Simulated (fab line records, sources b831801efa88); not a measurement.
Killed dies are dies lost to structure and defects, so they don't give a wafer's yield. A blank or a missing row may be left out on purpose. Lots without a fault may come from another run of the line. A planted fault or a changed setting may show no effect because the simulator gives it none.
Which tool did it? | flow sky130 | 12 lots, 36 wafers sampled, at 3 steps of a route of 708

WHAT THE GAUGES READ, wafer by wafer
SKY_VIA2_THK_MEAS_23: measures by xrf.
lot  | measured     | on            | VIA2_W_THK (nm)
L600 | day 36 19:07 | film_metro-04 | 425 428 425
L603 | day 37 17:40 | film_metro-04 | 427 425 426
L606 | day 38 17:56 | film_metro-01 | 425 420 424
L607 | day 39 02:13 | film_metro-03 | 437 439 432
L608 | day 39 14:46 | film_metro-03 | 435 431 432
L609 | day 39 14:55 | film_metro-01 | 421 423 421
L613 | day 41 00:15 | film_metro-03 | 435 437 435
L616 | day 41 16:25 | film_metro-04 | 427 431 435
L619 | day 42 11:23 | film_metro-03 | 435 438 436
L620 | day 42 13:07 | film_metro-04 | 434 434 438
L621 | day 42 20:47 | film_metro-03 | 439 440 443
L622 | day 42 21:20 | film_metro-01 | 426 429 431

WHICH TOOL RAN EACH LOT (tool, then ch and the chambers of the sampled wafers, then the start)
lot  | SKY_METAL2_STRIP_20                  | SKY_VIA2_ETCH_14
L600 | plasma_asher-04 ch 0,1, day 35 14:43 | rie_diel-04 ch 2,3, day 36 18:01
L603 | plasma_asher-03 ch 0,1, day 36 13:02 | rie_diel-01 ch 1,2,3, day 37 16:39
L606 | plasma_asher-04 ch 0,1, day 37 14:51 | rie_diel-01 ch 0,1,2, day 38 16:55
L607 | plasma_asher-03 ch 0,1, day 37 22:50 | rie_diel-01 ch 0,1,2, day 39 01:10
L608 | plasma_asher-03 ch 0,1, day 38 11:08 | rie_diel-01 ch 0,2,3, day 39 13:45
L609 | plasma_asher-03 ch 0,1, day 38 11:43 | rie_diel-04 ch 0,1, day 39 13:46
L613 | plasma_asher-03 ch 0,1, day 39 21:28 | rie_diel-04 ch 1,2,3, day 40 22:54
L616 | plasma_asher-01 ch 0,1, day 40 13:44 | rie_diel-04 ch 1,2,3, day 41 15:19
L619 | plasma_asher-01 ch 0,1, day 41 09:55 | rie_diel-04 ch 1,2,3, day 42 10:22
L620 | plasma_asher-04 ch 0,1, day 41 11:21 | rie_diel-01 ch 0,1,2, day 42 11:42
L621 | plasma_asher-04 ch 0,1, day 41 18:53 | rie_diel-01 ch 1,2, day 42 19:46
L622 | plasma_asher-04 ch 0,1, day 41 20:08 | rie_diel-03 ch 0,2, day 42 20:17
- SKY_METAL2_STRIP_20: strips in O2/N2.
- SKY_VIA2_ETCH_14: etches BARC in N2/H2, stops on SiO2, time 45.9 s, target depth 60 nm.

WHAT THE TOOLS THEMSELVES READ (means of the sampled wafers that have a number; where no wafer has one, the mark that the record gives instead)
SKY_METAL2_STRIP_20.
lot  | tool            | drypump_motor_current_A (A) | oes_product_au (a.u.) | strip_time_to_endpoint_s (s)
L600 | plasma_asher-04 | 5.1                         | 0.338                 | 2.66
L603 | plasma_asher-03 | 6.1                         | 0.345                 | 2.71
L606 | plasma_asher-04 | 5.3                         | 0.347                 | 2.69
L607 | plasma_asher-03 | 6.4                         | 0.340                 | 2.63
L608 | plasma_asher-03 | 6.4                         | 0.345                 | 2.64
L609 | plasma_asher-03 | 6.4                         | 0.341                 | 2.67
L613 | plasma_asher-03 | 6.5                         | 0.342                 | 2.63
L616 | plasma_asher-01 | 5.8                         | 0.339                 | 2.64
L619 | plasma_asher-01 | 6.0                         | 0.342                 | 2.67
L620 | plasma_asher-04 | 5.1                         | 0.339                 | 2.61
L621 | plasma_asher-04 | 5.1                         | 0.340                 | 2.62
L622 | plasma_asher-04 | 5.1                         | 0.344                 | 2.68

SKY_VIA2_ETCH_14.
lot  | tool        | drypump_motor_current_A (A) | oes_product_au (a.u.) | rf_fwd_power_W (W) | throttle_valve_pct (%)
L600 | rie_diel-04 | 5.7                         | 0.854                 | 495.9              | 13.231
L603 | rie_diel-01 | 5.7                         | 0.853                 | 492.8              | 13.222
L606 | rie_diel-01 | 5.8                         | 0.852                 | 491.9              | 13.218
L607 | rie_diel-01 | 5.9                         | 0.855                 | 575.5              | 13.223
L608 | rie_diel-01 | 5.8                         | 0.859                 | 573.0              | 13.229
L609 | rie_diel-04 | 6.0                         | 0.851                 | 495.0              | 13.219
L613 | rie_diel-04 | 6.0                         | 0.852                 | 495.4              | 13.228
L616 | rie_diel-04 | 6.0                         | 0.858                 | 495.7              | 13.229
L619 | rie_diel-04 | 6.0                         | 0.856                 | 495.3              | 13.215
L620 | rie_diel-01 | 5.9                         | 0.859                 | 492.6              | 13.222
L621 | rie_diel-01 | 5.8                         | 0.853                 | 493.7              | 13.228
L622 | rie_diel-03 | 5.5                         | 0.855                 | 493.8              | 13.229

THE ANSWER, worked out from the rows above alone
Rule: what is usual is taken from the lots themselves. Put in order of their means at a reading, lots are off if they are a third of the lots or fewer, leave a main group of 4 or more, and stand apart from it by a gap of 3 or more times the standard deviation of the main group's means; of several such gaps the widest counts. A main group whose means are all the same, to the digits that the tables above print for the reading, isn't used. A lot without any number at a reading at which 4 lots or more have one is off too. The other lots that the step has rows for count as sound. The gauges are gone through in route order, then the tools' own readings, and for those a lot's mean is taken as printed above. The first step at which some lot is off is used, and at that step the reading that is off furthest; a lot without a number counts as furthest.
Off: L607, L608, at SKY_VIA2_ETCH_14 (rf_fwd_power_W). The main group: mean 494.2 W, standard deviation 1.4.
A tool fits if, at that step or a process step before it, it ran every lot that is off, and no sound lot after the first of them. None of those tried fits.

WHAT THE SIMULATOR HAD PUT IN
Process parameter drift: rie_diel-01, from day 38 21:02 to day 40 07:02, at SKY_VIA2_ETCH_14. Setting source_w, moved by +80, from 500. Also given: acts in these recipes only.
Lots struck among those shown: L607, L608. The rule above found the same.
